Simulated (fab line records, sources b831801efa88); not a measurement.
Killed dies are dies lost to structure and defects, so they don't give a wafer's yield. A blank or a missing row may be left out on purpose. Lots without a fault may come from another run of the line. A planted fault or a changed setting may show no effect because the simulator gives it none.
fab line records | flow sky130
record lots=24 wafers=72 last_day=51
route steps=708 shown VT_ADJUST_NCORE@127 POLY_GATE@230 POLY_CUT@315 METAL2@501 METAL5@666
lots that met no fault: from a run of the same line without faults
start_h: hours from the record's first day to the start of the lot's first wafer shown | wait_h: hours since the lot's step before | " the same as in the row above | L1.1+2: a row that stands for several wafers | - no value, or no start given | * or withheld: withheld | < > ~ a bound
route shown NAME@n: a module of which the file shows steps, and the number in the route of the first | usual: mean/standard deviation of fault-free wafers | same: alike in all rows | chamber/n: place in a boat | sites: the reading at each site | _std_site: their standard deviation | _edge_site: outer sites' mean less inner sites' | radius_mm: how far each site lies from the wafer's centre | mask NAME#n: copy n | behind: the tool/chamber that last shaped the wafer | hold: why the lot was held/for how many hours/how that ended | device: the transistor (n, p or np) that didn't switch | end of line: the same wafers' tests at the end of the route | a step without rows: its recipe alone | killed: dies lost to structure and defects at the first sort, not the wafer's yield | map: a wafer's dies, x killed, . not, _ none there
set.NAME: the setting as run; set.NAME@STEP: as run at that earlier step | model.NAME: the simulator's own value behind a step, which no gauge read
steps of the route over a sample of lots; a table a step, a row a wafer
services: from which hour (start_h, from the record's first day; less than 0 if before it) a tool's chamber was out of use, for how many hours, and why
## steps
# step SKY_VT_ADJUST_NCORE_OVL_MEAS_08
# usual VT_ADJUST_NCORE_OVL=0.0/1.5
# columns lot.wafer tool chamber start_h wait_h VT_ADJUST_NCORE_OVL[nm]
L074.1 overlay-02 - 177.78 0.1 -0.2
L074.3 " - " " -1.7
L074.6 " - " " 0.6
L075.2 overlay-01 - 184.89 0.1 -0.4
L075.3 " - " " -1.0
L075.4 " - " " 0.0
L076.1 overlay-02 - 192.29 0.1 -1.3
L076.3 " - " " -0.4
L076.5 " - " " 2.0
L077.1 overlay-02 - 196.98 0.1 -1.0
L077.2 " - " " -0.4
L077.3 " - " " -0.3
L078.2 overlay-01 - 206.24 0.1 0.5
L078.5 " - " " -0.2
L078.6 " - " " 0.0
L079.2 overlay-02 - 209.30 0.1 2.8
L079.5 " - " " 0.5
L079.6 " - " " -1.4
L080.2 overlay-02 - 225.04 0.1 -0.8
L080.4 " - " " -0.1
L080.6 " - " " -0.1
L081.4 overlay-01 - 235.60 0.1 0.7
L081.5 " - " " -3.6
L081.6 " - " " -0.2
L082.2 overlay-01 - 240.90 0.1 2.1
L082.4 " - " " 1.5
L082.6 " - " " 0.8
L083.1 overlay-02 - 244.59 0.1 -1.4
L083.3 " - " " -0.6
L083.5 " - " " -2.7
L084.1 overlay-01 - 254.49 0.1 0.6
L084.5 " - " " -1.0
L084.6 " - " " 0.5
L085.1 overlay-02 - 256.04 0.1 0.7
L085.5 " - " " -0.9
L085.6 " - " " -1.0
L086.1 overlay-01 - 269.44 0.1 -3.6
L086.4 " - " " -2.7
L086.5 " - " " -1.8
L087.1 overlay-01 - 269.65 0.1 -0.4
L087.2 " - " " 1.4
L087.6 " - " " -0.4
L088.2 overlay-02 - 277.39 0.1 2.3
L088.3 " - " " 0.5
L088.5 " - " " -0.2
L089.2 overlay-01 - 288.89 0.1 -2.9
L089.3 " - " " -1.1
L089.5 " - " " -2.3
L090.1 overlay-02 - 289.24 0.1 1.7
L090.2 " - " " 1.9
L090.6 " - " " 0.1
L091.1 overlay-02 - 298.03 0.1 -1.3
L091.4 " - " " 0.3
L091.5 " - " " 1.9
L092.3 overlay-01 - 305.25 0.1 1.5
L092.4 " - " " -2.4
L092.6 " - " " 0.8
L093.2 overlay-02 - 320.55 0.1 2.4
L093.4 " - " " 2.0
L093.6 " - " " 4.6
L094.1 overlay-01 - 338.89 0.1 -1.4
L094.2 " - " " -1.1
L094.6 " - " " -1.6
L096.1 overlay-01 - 345.03 0.1 -2.0
L096.3 " - " " -2.8
L096.6 " - " " -2.3
L095.1 overlay-02 - 345.44 0.1 2.2
L095.4 " - " " 2.0
L095.5 " - " " 0.6
L097.4 overlay-01 - 355.80 0.1 0.4
L097.5 " - " " 1.9
L097.6 " - " " -0.9
# step SKY_POLY_GATE_ETCH_16
# recipe stop_on=poly-Si chemistry=CH3F/O2 target=Si3N4 source_w=400 bias_w=80 pressure_mtorr=25 ch3f_flow_sccm=40 O2_flow_sccm=30 time_s=147.5 target_depth_a=750
# usual drypump_motor_current_A=5.6/0.49 oes_product_au=0.640/0.0053 throttle_valve_pct=10.535/0.0091
# columns lot.wafer tool chamber start_h wait_h drypump_motor_current_A oes_product_au rf_hours_counter_h throttle_valve_pct
L074.1 rie_diel-01 1 364.45 0.0 4.7 0.639 60 10.543
L074.3 " 3 " " 5.4 0.641 0 10.525
L074.6 " 1 " " 4.7 0.637 - 10.535
L075.2 rie_diel-01 1 374.31 0.0 4.6 0.647 61 10.521
L075.3 " 3 " " 5.4 0.643 1 10.534
L075.4 " 0 " " 5.6 0.642 5 10.528
L076.1 rie_diel-01 2 386.01 0.0 5.8 0.650 6 10.536
L076.3 " 1 " " 4.6 0.635 61 10.526
L076.5 " 3 " " 5.4 0.640 - 10.542
L077.1 rie_diel-01 3 390.30 0.0 5.4 0.630 1 10.533
L077.2 " 1 " " 4.7 0.632 61 10.540
L077.3 " 2 " " 5.8 0.636 6 10.548
L078.2 rie_diel-03 1 401.20 0.0 5.1 0.646 46 10.541
L078.5 " 0 " " 6.7 0.650 - 10.541
L078.6 " 3 " " 6.2 0.641 - 10.530
L079.2 rie_diel-02 2 406.66 0.0 5.7 0.645 14 10.538
L079.5 " 2 " " 5.7 0.650 - 10.521
L079.6 " 3 " " 6.3 0.636 - 10.517
L080.2 rie_diel-02 2 425.60 0.0 5.7 0.645 14 10.530
L080.4 " 1 " " 5.6 0.634 9 10.530
L080.6 " 0 " " 6.2 0.644 - 10.536
L081.4 rie_diel-01 0 441.76 0.0 5.6 0.643 7 10.535
L081.5 " 2 " " 5.9 0.643 - 10.539
L081.6 " 1 " " 4.7 0.644 - 10.533
L082.2 rie_diel-01 1 446.80 0.0 4.6 0.649 63 10.544
L082.4 " 3 " " 5.4 0.646 2 10.529
L082.6 " 1 " " 4.6 0.639 - 10.530
L083.1 rie_diel-02 0 453.00 0.0 6.2 0.639 1 10.547
L083.3 " 3 " " 6.3 0.645 91 10.533
L083.5 " 1 " " 5.6 0.644 - 10.536
L084.1 rie_diel-01 3 465.60 0.0 5.4 0.649 3 10.547
L084.5 " 1 " " 4.6 0.631 - 10.524
L084.6 " 2 " " 5.9 0.639 - 10.525
L085.1 rie_diel-01 0 471.31 0.0 5.6 0.638 7 10.531
L085.5 " 0 " " 5.6 0.641 - 10.531
L085.6 " 3 " " 5.4 0.643 - 10.518
L086.1 rie_diel-02 3 482.90 0.0 6.3 0.653 91 10.516
L086.4 " 2 " " 5.7 0.648 16 10.544
L086.5 " 2 " " 5.6 0.643 - 10.537
L087.1 rie_diel-01 3 485.00 0.0 5.4 0.638 3 10.537
L087.2 " 1 " " 4.6 0.640 64 10.520
L087.6 " 3 " " 5.4 0.641 - 10.524
L088.2 rie_diel-02 1 497.65 0.0 5.6 0.636 10 10.542
L088.3 " 2 " " 5.6 0.640 16 10.545
L088.5 " 2 " " 5.7 0.640 - 10.519
L090.1 rie_diel-01 2 509.00 0.0 5.9 0.635 9 10.524
L090.2 " 1 " " 4.7 0.643 64 10.547
L090.6 " 1 " " 4.6 0.638 - 10.524
L089.2 rie_diel-01 1 512.61 0.0 4.6 0.640 64 10.533
L089.3 " 3 " " 5.4 0.632 4 10.519
L089.5 " 2 " " 5.8 0.629 - 10.525
L091.1 rie_diel-02 1 519.81 0.0 5.5 0.638 11 10.552
L091.4 " 0 " " 6.2 0.639 - 10.527
L091.5 " 2 " " 5.7 0.631 - 10.538
L092.3 rie_diel-01 0 526.55 0.0 5.6 0.643 9 10.540
L092.4 " 3 " " 5.3 0.643 4 10.526
L092.6 " 3 " " 5.4 0.635 - 10.540
L093.2 rie_diel-02 1 544.00 0.0 5.6 0.634 11 10.530
L093.4 " 2 " " 5.7 0.639 17 10.528
L093.6 " 2 " " 5.7 0.638 - 10.542
L094.1 rie_diel-01 0 562.05 0.0 5.6 0.644 9 10.531
L094.2 " 2 " " 5.9 0.636 10 10.538
L094.6 " 2 " " 5.8 0.640 - 10.540
L095.1 rie_diel-01 1 573.06 0.0 4.6 0.639 65 10.549
L095.4 " 0 " " 5.6 0.637 10 10.539
L095.5 " 3 " " 5.4 0.641 - 10.531
L096.1 rie_diel-02 2 574.60 0.0 5.7 0.639 18 10.537
L096.3 " 3 " " 6.3 0.633 1 10.535
L096.6 " 2 " " 5.6 0.640 - 10.538
L097.4 rie_diel-02 1 583.00 0.0 5.6 0.644 12 10.524
L097.5 " 3 " " 6.3 0.641 - 10.554
L097.6 " 2 " " 5.7 0.643 - 10.539
# step SKY_POLY_GATE_ETCH_17
# recipe target_depth_nm=180 stop_on=SiO2 over_etch_frac=0.56667 chemistry=HBr/Cl2 target=poly-Si icp_w=400 bias_w=100 pressure_mtorr=10 HBr_flow_sccm=150 Cl2_flow_sccm=50 time_s=70.5
# usual drypump_motor_current_A=5.9/0.54 oes_product_au=0.985/0.0093 throttle_valve_pct=33.683/0.0086
# same over_etch_frac=0.56667
# columns lot.wafer tool chamber start_h wait_h drypump_motor_current_A oes_product_au rf_hours_counter_h throttle_valve_pct
L074.1 rie_si-01 1 364.55 0.0 5.9 0.993 6 33.703
L074.3 " 3 " " 4.8 0.982 1 33.687
L074.6 " 0 " " 5.7 0.981 - 33.690
L075.2 rie_si-01 3 374.41 0.0 4.8 0.992 1 33.679
L075.3 " 1 " " 5.9 0.990 6 33.682
L075.4 " 0 " " 5.7 0.983 4 33.687
L076.1 rie_si-02 2 386.11 0.0 6.5 0.979 23 33.674
L076.3 " 1 " " 6.6 0.984 3 33.689
L076.5 " 0 " " 5.9 0.991 - 33.677
L077.1 rie_si-02 1 390.40 0.0 6.6 1.003 3 33.699
L077.2 " 3 " " 6.3 0.980 79 33.686
L077.3 " 2 " " 6.5 0.988 23 33.682
L078.2 rie_si-01 2 401.30 0.0 5.5 0.981 40 33.682
L078.5 " 1 " " 5.9 0.998 - 33.692
L078.6 " 2 " " 5.5 0.976 - 33.691
L079.2 rie_si-01 1 406.76 0.0 5.9 1.002 7 33.694
L079.5 " 3 " " 4.8 0.991 - 33.687
L079.6 " 2 " " 5.4 0.972 - 33.677
L080.2 rie_si-01 1 425.70 0.0 5.9 0.974 7 33.682
L080.4 " 3 " " 4.8 0.977 1 33.695
L080.6 " 3 " " 4.8 0.985 - 33.685
L081.4 rie_si-02 3 441.86 0.0 6.2 0.974 0 33.692
L081.5 " 1 " " 6.6 0.985 - 33.685
L081.6 " 2 " " 6.5 0.977 - 33.680
L082.2 rie_si-02 2 446.90 0.0 6.5 0.985 23 33.691
L082.4 " 3 " " 6.3 0.986 0 33.674
L082.6 " 2 " " 6.5 0.988 - 33.671
L083.1 rie_si-02 3 453.10 0.0 6.2 0.984 0 33.677
L083.3 " 1 " " 6.5 0.990 3 33.685
L083.5 " 2 " " 6.5 0.982 - 33.684
L084.1 rie_si-01 3 465.70 0.0 4.8 0.990 1 33.696
L084.5 " 3 " " 4.8 0.996 - 33.667
L084.6 " 2 " " 5.4 0.984 - 33.676
L085.1 rie_si-01 1 471.41 0.0 5.9 0.996 7 33.683
L085.5 " 2 " " 5.5 0.982 - 33.664
L085.6 " 3 " " 4.9 1.002 - 33.692
L086.1 rie_si-02 1 483.00 0.0 6.6 0.982 3 33.690
L086.4 " 3 " " 6.3 0.972 - 33.676
L086.5 " 1 " " 6.6 0.986 - 33.683
L087.1 rie_si-01 0 485.10 0.0 5.7 0.970 4 33.685
L087.2 " 3 " " 4.8 0.972 2 33.687
L087.6 " 0 " " 5.7 0.965 - 33.688
L088.2 rie_si-02 3 497.75 0.0 6.2 0.983 1 33.684
L088.3 " 0 " " 5.9 1.001 6 33.678
L088.5 " 2 " " 6.4 0.987 - 33.674
L090.1 rie_si-01 0 509.09 0.0 5.7 0.978 4 33.677
L090.2 " 2 " " 5.4 0.976 41 33.696
L090.6 " 0 " " 5.7 0.972 - 33.679
L089.2 rie_si-02 3 512.71 0.0 6.3 0.981 1 33.680
L089.3 " 2 " " 6.5 0.990 24 33.690
L089.5 " 1 " " 6.5 0.982 - 33.679
L091.1 rie_si-01 1 519.91 0.0 5.9 0.985 7 33.687
L091.4 " 0 " " 5.7 0.978 5 33.689
L091.5 " 3 " " 4.8 0.985 - 33.679
L092.3 rie_si-02 2 526.64 0.0 6.5 0.990 24 33.674
L092.4 " 1 " " 6.5 0.998 4 33.683
L092.6 " 0 " " 5.9 0.995 - 33.685
L093.2 rie_si-01 3 544.10 0.0 4.8 0.999 2 33.692
L093.4 " 0 " " 5.7 0.976 5 33.677
L093.6 " 0 " " 5.7 0.981 - 33.691
L094.1 rie_si-02 0 562.15 0.0 5.9 0.987 6 33.692
L094.2 " 3 " " 6.2 0.977 1 33.691
L094.6 " 2 " " 6.5 0.978 - 33.694
L095.1 rie_si-01 0 573.16 0.0 5.8 0.969 5 33.679
L095.4 " 0 " " 5.7 0.986 - 33.682
L095.5 " 1 " " 5.9 1.007 - 33.671
L096.1 rie_si-02 3 574.69 0.0 6.2 0.975 1 33.693
L096.3 " 0 " " 5.9 0.984 6 33.679
L096.6 " 0 " " 5.9 0.988 - 33.679
L097.4 rie_si-01 1 583.12 0.1 5.9 0.988 - 33.672
L097.5 " 3 " " 4.8 0.997 - 33.675
L097.6 " 0 " " 5.8 0.979 - 33.681
# step SKY_POLY_CUT_CD_MEAS_08
# recipe target_cd_nm=270
# usual cd_nm=270.0/1.5
# columns lot.wafer tool chamber start_h wait_h cd_nm
L074.1 cd_sem-01 - 557.66 - 270.8
L074.3 " - " " 270.3
L074.6 " - " " 270.5
L075.2 cd_sem-02 - 563.83 - 269.6
L075.3 " - " " 269.8
L075.4 " - " " 268.8
L076.1 cd_sem-01 - 576.21 - 271.1
L076.3 " - " " 268.8
L076.5 " - " " 269.5
L077.1 cd_sem-02 - 587.41 - 269.4
L077.2 " - " " 267.4
L077.3 " - " " 269.1
L078.2 cd_sem-02 - 591.68 - 269.6
L078.5 " - " " 269.2
L078.6 " - " " 268.8
L079.2 cd_sem-01 - 601.43 - 269.0
L079.5 " - " " 268.3
L079.6 " - " " 269.8
L080.2 cd_sem-01 - 616.38 - 272.2
L080.4 " - " " 271.1
L080.6 " - " " 271.3
L081.4 cd_sem-01 - 632.22 - 268.8
L081.5 " - " " 267.8
L081.6 " - " " 269.6
L082.2 cd_sem-02 - 637.23 - 268.0
L082.4 " - " " 268.9
L082.6 " - " " 268.8
L083.1 cd_sem-01 - 642.01 - 267.4
L083.3 " - " " 267.2
L083.5 " - " " 267.8
L084.1 cd_sem-01 - 653.06 - 269.9
L084.5 " - " " 267.1
L084.6 " - " " 267.4
L085.1 cd_sem-01 - 658.71 - 270.2
L085.5 " - " " 270.2
L085.6 " - " " 267.9
L086.1 cd_sem-02 - 669.16 - 269.5
L086.4 " - " " 269.6
L086.5 " - " " 270.7
L087.1 cd_sem-01 - 672.36 - 269.9
L087.2 " - " " 271.2
L087.6 " - " " 270.8
L088.2 cd_sem-01 - 682.28 - 270.9
L088.3 " - " " 271.3
L088.5 " - " " 271.1
L089.2 cd_sem-01 - 696.13 - 271.6
L089.3 " - " " 271.0
L089.5 " - " " 270.5
L090.1 cd_sem-02 - 698.91 - 268.6
L090.2 " - " " 269.6
L090.6 " - " " 270.0
L091.1 cd_sem-01 - 705.26 - 273.0
L091.4 " - " " 272.0
L091.5 " - " " 272.2
L092.3 cd_sem-02 - 709.60 - 272.0
L092.4 " - " " 273.2
L092.6 " - " " 271.9
L093.2 cd_sem-01 - 724.08 - 270.8
L093.4 " - " " 269.7
L093.6 " - " " 270.2
L094.1 cd_sem-02 - 741.26 - 273.3
L094.2 " - " " 272.3
L094.6 " - " " 273.4
L095.1 cd_sem-02 - 750.96 - 270.1
L095.4 " - " " 269.7
L095.5 " - " " 270.5
L096.1 cd_sem-02 - 753.06 - 268.0
L096.3 " - " " 269.6
L096.6 " - " " 269.5
L097.4 cd_sem-01 - 761.72 - 270.0
L097.5 " - " " 270.4
L097.6 " - " " 271.7
# step SKY_METAL2_ETCH_18
# recipe chemistry=N2/H2 target=BARC ion_energy_ev=200 bias_w=100 pressure_mtorr=30 n2_flow_sccm=100 h2_flow_sccm=200 icp_w=500 stop_on=SiO2 time_s=45.9 target_depth_a=600
# usual drypump_motor_current_A=5.7/0.35 oes_product_au=0.855/0.005 throttle_valve_pct=13.225/0.0087
# columns lot.wafer tool chamber start_h wait_h drypump_motor_current_A oes_product_au rf_hours_counter_h throttle_valve_pct
L074.1 rie_metal-04 0 825.50 0.0 5.4 0.854 11 13.214
L074.3 " 0 " " 5.5 0.853 - 13.241
L074.6 " 0 " " 5.5 0.868 - 13.227
L075.2 rie_metal-03 1 830.36 0.0 6.3 0.861 3 13.231
L075.3 " 1 " " 6.3 0.853 - 13.211
L075.4 " 0 " " 5.5 0.856 - 13.246
L076.1 rie_metal-01 0 841.00 0.0 5.7 0.851 7 13.218
L076.3 " 1 " " 5.9 0.851 - 13.224
L076.5 " 1 " " 5.9 0.851 - 13.245
L077.1 rie_metal-04 0 849.96 0.0 5.4 0.855 11 13.220
L077.2 " 1 " " 5.2 0.859 6 13.228
L077.3 " 1 " " 5.2 0.845 - 13.223
L078.2 rie_metal-01 0 853.71 0.0 5.7 0.852 8 13.237
L078.5 " 1 " " 5.8 0.852 - 13.237
L078.6 " 0 " " 5.7 0.850 - 13.227
L079.2 rie_metal-03 1 861.36 0.0 6.3 0.862 4 13.227
L079.5 " 0 " " 5.5 0.858 - 13.235
L079.6 " 1 " " 6.3 0.861 - 13.214
L080.2 rie_metal-04 1 877.10 0.0 5.2 0.853 7 13.229
L080.4 " 0 " " 5.5 0.850 - 13.219
L080.6 " 0 " " 5.5 0.852 - 13.224
L081.4 rie_metal-01 0 890.18 0.0 5.7 0.851 - 13.236
L081.5 " 1 " " 5.9 0.859 - 13.219
L081.6 " 0 " " 5.7 0.862 - 13.223
L082.2 rie_metal-03 0 892.60 0.0 5.5 0.842 15 13.223
L082.4 " 0 " " 5.5 0.858 - 13.239
L082.6 " 0 " " 5.5 0.854 - 13.224
L083.1 rie_metal-04 1 900.30 0.0 5.2 0.857 8 13.221
L083.3 " 0 " " 5.5 0.857 - 13.226
L083.5 " 0 " " 5.4 0.852 - 13.211
L084.1 rie_metal-03 1 911.25 0.0 6.3 0.851 7 13.225
L084.5 " 0 " " 5.5 0.846 - 13.222
L084.6 " 1 " " 6.3 0.853 - 13.225
L085.1 rie_metal-01 0 913.90 0.0 5.7 0.853 10 13.211
L085.5 " 0 " " 5.7 0.864 - 13.221
L085.6 " 1 " " 5.8 0.858 - 13.226
L086.1 rie_metal-03 1 924.05 0.0 6.3 0.856 7 13.227
L086.4 " 1 " " 6.3 0.854 - 13.230
L086.5 " 1 " " 6.3 0.852 - 13.228
L087.1 rie_metal-03 0 925.95 0.0 5.5 0.852 17 13.237
L087.2 " 1 " " 6.3 0.857 7 13.244
L087.6 " 1 " " 6.2 0.851 - 13.217
L088.2 rie_metal-04 0 935.36 0.0 5.4 0.850 15 13.229
L088.3 " 1 " " 5.2 0.855 - 13.221
L088.5 " 1 " " 5.2 0.858 - 13.233
L089.2 rie_metal-03 0 946.66 0.0 5.5 0.850 18 13.224
L089.3 " 1 " " 6.3 0.853 - 13.226
L089.5 " 0 " " 5.5 0.863 - 13.232
L090.1 rie_metal-01 1 947.91 0.0 5.9 0.855 14 13.220
L090.2 " 0 " " 5.7 0.853 11 13.223
L090.6 " 1 " " 5.9 0.849 - 13.219
L091.1 rie_metal-03 0 954.00 0.0 5.5 0.856 18 13.223
L091.4 " 0 " " 5.5 0.863 - 13.206
L091.5 " 0 " " 5.5 0.860 - 13.221
L092.3 rie_metal-01 1 960.93 0.0 5.9 0.857 - 13.231
L092.4 " 0 " " 5.7 0.857 - 13.227
L092.6 " 1 " " 5.9 0.851 - 13.244
L093.2 rie_metal-01 1 972.60 0.0 5.9 0.856 16 13.234
L093.4 " 1 " " 5.9 0.857 - 13.221
L093.6 " 0 " " 5.7 0.856 - 13.232
L094.1 rie_metal-04 0 986.35 0.0 5.5 0.856 17 13.218
L094.2 " 1 " " 5.2 0.852 12 13.232
L094.6 " 1 " " 5.2 0.862 - 13.222
L095.1 rie_metal-04 0 994.40 0.0 5.5 0.859 17 13.211
L095.4 " 1 " " 5.2 0.866 - 13.221
L095.5 " 0 " " 5.5 0.844 - 13.215
L096.1 rie_metal-04 1 996.56 0.0 5.2 0.854 12 13.239
L096.3 " 0 " " 5.4 0.860 - 13.227
L096.6 " 0 " " 5.5 0.859 - 13.241
L097.4 rie_metal-01 1 1004.32 0.0 5.9 0.863 - 13.226
L097.5 " 1 " " 5.9 0.851 - 13.233
L097.6 " 0 " " 5.7 0.854 - 13.239
# step SKY_METAL5_RS_MEAS_05
# recipe thk_meas_gauge=four-point-probe reads=TiN_of_METAL5_SPUTTER_04+Ti_of_METAL5_SPUTTER_03+AlCu_of_METAL5_SPUTTER_02+TiN_of_METAL5_SPUTTER_01+Ti_of_METAL5_SPUTTER_00
# usual METAL5_ALCU_RS=0.0271/0.00032
# columns lot.wafer tool chamber start_h wait_h METAL5_ALCU_RS[ohm/sq]
L074.1 film_metro-04 - 1016.00 0.0 0.0269
L074.3 " - " " 0.0265
L074.6 " - " " 0.0270
L075.2 film_metro-01 - 1017.94 0.0 0.0272
L075.3 " - " " 0.0266
L075.4 " - " " 0.0271
L076.1 film_metro-04 - 1027.27 0.0 0.0268
L076.3 " - " " 0.0273
L076.5 " - " " 0.0275
L077.1 film_metro-01 - 1035.42 0.0 0.0264
L077.2 " - " " 0.0269
L077.3 " - " " 0.0266
L078.2 film_metro-01 - 1039.88 0.0 0.0271
L078.5 " - " " 0.0271
L078.6 " - " " 0.0268
L079.2 film_metro-01 - 1043.90 0.0 0.0266
L079.5 " - " " 0.0270
L079.6 " - " " 0.0264
L080.2 film_metro-03 - 1057.36 0.0 0.0272
L080.4 " - " " 0.0268
L080.6 " - " " 0.0267
L081.4 film_metro-03 - 1069.43 0.1 0.0273
L081.5 " - " " 0.0274
L081.6 " - " " 0.0271
L082.2 film_metro-03 - 1070.22 0.0 0.0272
L082.4 " - " " 0.0269
L082.6 " - " " 0.0273
L083.1 film_metro-01 - 1075.65 0.0 0.0273
L083.3 " - " " 0.0275
L083.5 " - " " 0.0268
L084.1 film_metro-03 - 1097.28 0.0 0.0271
L084.5 " - " " 0.0268
L084.6 " - " " 0.0274
L085.1 film_metro-01 - 1097.58 0.0 0.0274
L085.5 " - " " 0.0272
L085.6 " - " " 0.0274
L086.1 film_metro-03 - 1097.75 0.0 0.0273
L086.4 " - " " 0.0275
L086.5 " - " " 0.0273
L087.1 film_metro-03 - 1098.48 0.0 0.0267
L087.2 " - " " 0.0270
L087.6 " - " " 0.0264
L088.2 film_metro-03 - 1105.78 0.0 0.0270
L088.3 " - " " 0.0273
L088.5 " - " " 0.0272
L089.2 film_metro-04 - 1115.81 0.0 0.0272
L089.3 " - " " 0.0275
L089.5 " - " " 0.0279
L090.1 film_metro-01 - 1116.83 0.0 0.0275
L090.2 " - " " 0.0273
L090.6 " - " " 0.0273
L091.1 film_metro-03 - 1120.87 0.0 0.0269
L091.4 " - " " 0.0264
L091.5 " - " " 0.0266
L092.3 film_metro-03 - 1131.72 0.1 0.0273
L092.4 " - " " 0.0272
L092.6 " - " " 0.0275
L093.2 film_metro-03 - 1137.83 0.0 0.0273
L093.4 " - " " 0.0274
L093.6 " - " " 0.0272
L094.1 film_metro-03 - 1156.78 0.0 0.0276
L094.2 " - " " 0.0275
L094.6 " - " " 0.0275
L095.1 film_metro-01 - 1157.08 0.0 0.0275
L095.4 " - " " 0.0272
L095.5 " - " " 0.0271
L096.1 film_metro-04 - 1157.43 0.0 0.0271
L096.3 " - " " 0.0272
L096.6 " - " " 0.0269
L097.4 film_metro-03 - 1161.81 0.1 0.0269
L097.5 " - " " 0.0269
L097.6 " - " " 0.0272
## services
# columns tool chamber start_h hours kind
rie_si-01 - 408.46 0.5 repair
rie_si-02 - 471.78 0.3 repair
rie_si-02 2 474.07 18.2 repair
rie_diel-01 3 550.73 14.6 repair
rie_si-01 1 554.35 3.5 repair
rie_diel-01 2 568.91 1.5 repair
rie_si-01 2 613.96 1.1 repair
rie_si-02 1 670.26 7.8 repair
rie_diel-01 1 686.70 9.7 repair
rie_si-01 3 688.04 4.6 repair
rie_diel-01 - 730.91 0.5 repair
rie_si-02 3 766.53 26.9 repair
rie_diel-01 3 770.21 16.2 repair
rie_diel-01 2 780.17 17.8 repair
rie_si-01 2 790.26 3.8 repair
rie_si-02 3 813.88 3.9 repair
rie_si-01 2 836.62 22.5 repair
rie_si-01 1 873.54 10.9 repair
rie_si-02 - 877.22 14.6 pm
rie_diel-01 3 896.30 2.6 repair
rie_si-02 0 905.44 16.8 repair
rie_si-02 3 957.39 2.4 repair
rie_si-02 - 970.44 2.8 pm
rie_si-01 3 993.58 9.2 repair
## key
fault none
